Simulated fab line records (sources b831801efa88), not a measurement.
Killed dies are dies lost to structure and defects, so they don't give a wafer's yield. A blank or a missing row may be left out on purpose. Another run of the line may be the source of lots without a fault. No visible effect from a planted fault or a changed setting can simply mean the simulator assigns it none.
Which of the tools did it?    flow sky130    Sampling: 11 lots, 33 wafers, 3 of 708 route steps

WHAT THE GAUGES SHOWED, per wafer
SKY_CAPM_THK_MEAS_01. Usual: CAPM_CVD_00_THK typically reads 15.44 nm, with standard deviation 0.23.
lot   measured      on             CAPM_CVD_00_THK (nm)  flag
L744  day 36 15:56  film_metro-01  15.18 15.41 15.37     
L747  day 37 16:35  film_metro-03  14.96 15.11 15.59     
L749  day 37 20:44  film_metro-04  15.26 15.05 15.40     
L751  day 38 17:56  film_metro-01  15.38 15.38 15.36     
L753  day 39 00:34  film_metro-01  15.02 15.27 15.67     
L757  day 40 09:59  film_metro-04  15.41 15.80 15.79     
L758  day 40 15:11  film_metro-04  15.31 15.32 15.57     
L760  day 41 04:45  film_metro-01  15.69 15.34 15.65     
L762  day 42 03:26  film_metro-01  15.68 15.41 15.72     
L764  day 42 09:07  film_metro-01  15.27 15.58 15.64     
L765  day 42 14:53  film_metro-01  15.28 15.39 15.37     

EACH LOT AND THE TOOL THAT RAN IT (in order: tool; ch and the chambers of the sampled wafers; start)
lot   SKY_VIA2_ETCH_14                    SKY_CAPM_CVD_00
L744  rie_diel-04 ch 1,2, day 36 14:22    pecvd-01 ch 0,1, day 36 15:55
L747  rie_diel-02 ch 0,1,3, day 37 15:02  pecvd-01 ch 0,2, day 37 16:33
L749  rie_diel-03 ch 2,3, day 37 19:10    pecvd-01 ch 0,1,2, day 37 20:42
L751  rie_diel-04 ch 0,1, day 38 16:22    pecvd-04 ch 0,2, day 38 17:54
L753  rie_diel-02 ch 0,2, day 38 23:01    pecvd-01 ch 0,2, day 39 00:32
L757  rie_diel-03 ch 1,2, day 40 08:25    pecvd-01 ch 1,2, day 40 09:56
L758  rie_diel-03 ch 2,3, day 40 13:38    pecvd-02 ch 0,1, day 40 15:09
L760  rie_diel-03 ch 1,2,3, day 41 02:56  pecvd-02 ch 0,1, day 41 04:41
L762  rie_diel-03 ch 1,3, day 42 01:53    pecvd-02 ch 0,1, day 42 03:25
L764  rie_diel-04 ch 0,1,3, day 42 07:34  pecvd-01 ch 0,1, day 42 09:05
L765  rie_diel-02 ch 0,1,3, day 42 13:08  pecvd-04 ch 0,1, day 42 14:50
- SKY_VIA2_ETCH_14: etches BARC in N2/H2, stops on SiO2, time 45.9 s, target depth 60 nm.
- SKY_CAPM_CVD_00: deposits SiO2, target thk 15.5 nm.

WHAT THE TOOLS THEMSELVES READ (means of the sampled wafers that have a number; where no wafer has one, the mark that the record gives instead)
SKY_VIA2_ETCH_14. Usual: chamber_pressure_mTorr 30.000 mTorr, standard deviation 0.025; drypump_motor_current_A 5.7 A, standard deviation 0.56; n2_flow_sccm 100.03 sccm, standard deviation 0.28; oes_product_au 0.855 a.u., standard deviation 0.0044; throttle_valve_pct 13.225 %, standard deviation 0.0092.
lot   tool         chamber_pressure_mTorr (mTorr)  drypump_motor_current_A (A)  n2_flow_sccm (sccm)  oes_product_au (a.u.)  throttle_valve_pct (%)  flag
L744  rie_diel-04  30.009                          5.6                          100.01               0.851                  13.227                  
L747  rie_diel-02  29.994                          5.8                          100.25               0.855                  13.227                  
L749  rie_diel-03  29.976                          5.5                          99.91                0.855                  13.228                  
L751  rie_diel-04  29.989                          6.1                          99.86                0.858                  13.229                  
L753  rie_diel-02  30.014                          5.6                          99.93                0.855                  13.224                  
L757  rie_diel-03  29.992                          5.8                          99.86                0.856                  13.221                  
L758  rie_diel-03  30.007                          5.5                          100.18               0.853                  13.227                  
L760  rie_diel-03  29.989                          5.7                          99.77                0.853                  13.234                  
L762  rie_diel-03  30.002                          5.1                          100.15               0.858                  13.221                  
L764  rie_diel-04  29.998                          6.0                          100.07               0.853                  13.225                  
L765  rie_diel-02  30.016                          5.8                          100.05               0.863                  13.222                  

SKY_CAPM_CVD_00. Usual: heater_power_outer_w 423 W, standard deviation 55; heater_power_w 708 W, standard deviation 91.
lot   tool      heater_power_outer_w (W)  heater_power_w (W)  flag
L744  pecvd-01  473                       794                 
L747  pecvd-01  476                       807                 
L749  pecvd-01  440                       744                 
L751  pecvd-04  424                       691                 
L753  pecvd-01  470                       778                 
L757  pecvd-01  390                       673                 
L758  pecvd-02  412                       724                 
L760  pecvd-02  406                       720                 
L762  pecvd-02  393                       709                 
L764  pecvd-01  482                       806                 
L765  pecvd-04  389                       640                 

THE ANSWER, worked out from the rows above alone
Rule: a lot counts as off when the mean over its wafers that have a number is more than 3 standard deviations away from the usual mean. Also off: a lot with no number at a reading for which 4 or more lots have one. Where the step has rows for the other lots, those lots are counted as sound. After the gauges, taken in route order, come the tools' own readings; for these a lot's mean is taken, as printed above. The first step at which some lot is off is used, and at that step the reading that is off furthest; a lot without a number counts as furthest.
No lot is off on any of the readings shown, so nothing can be concluded from this.

WHAT THE SIMULATOR HAD INSERTED
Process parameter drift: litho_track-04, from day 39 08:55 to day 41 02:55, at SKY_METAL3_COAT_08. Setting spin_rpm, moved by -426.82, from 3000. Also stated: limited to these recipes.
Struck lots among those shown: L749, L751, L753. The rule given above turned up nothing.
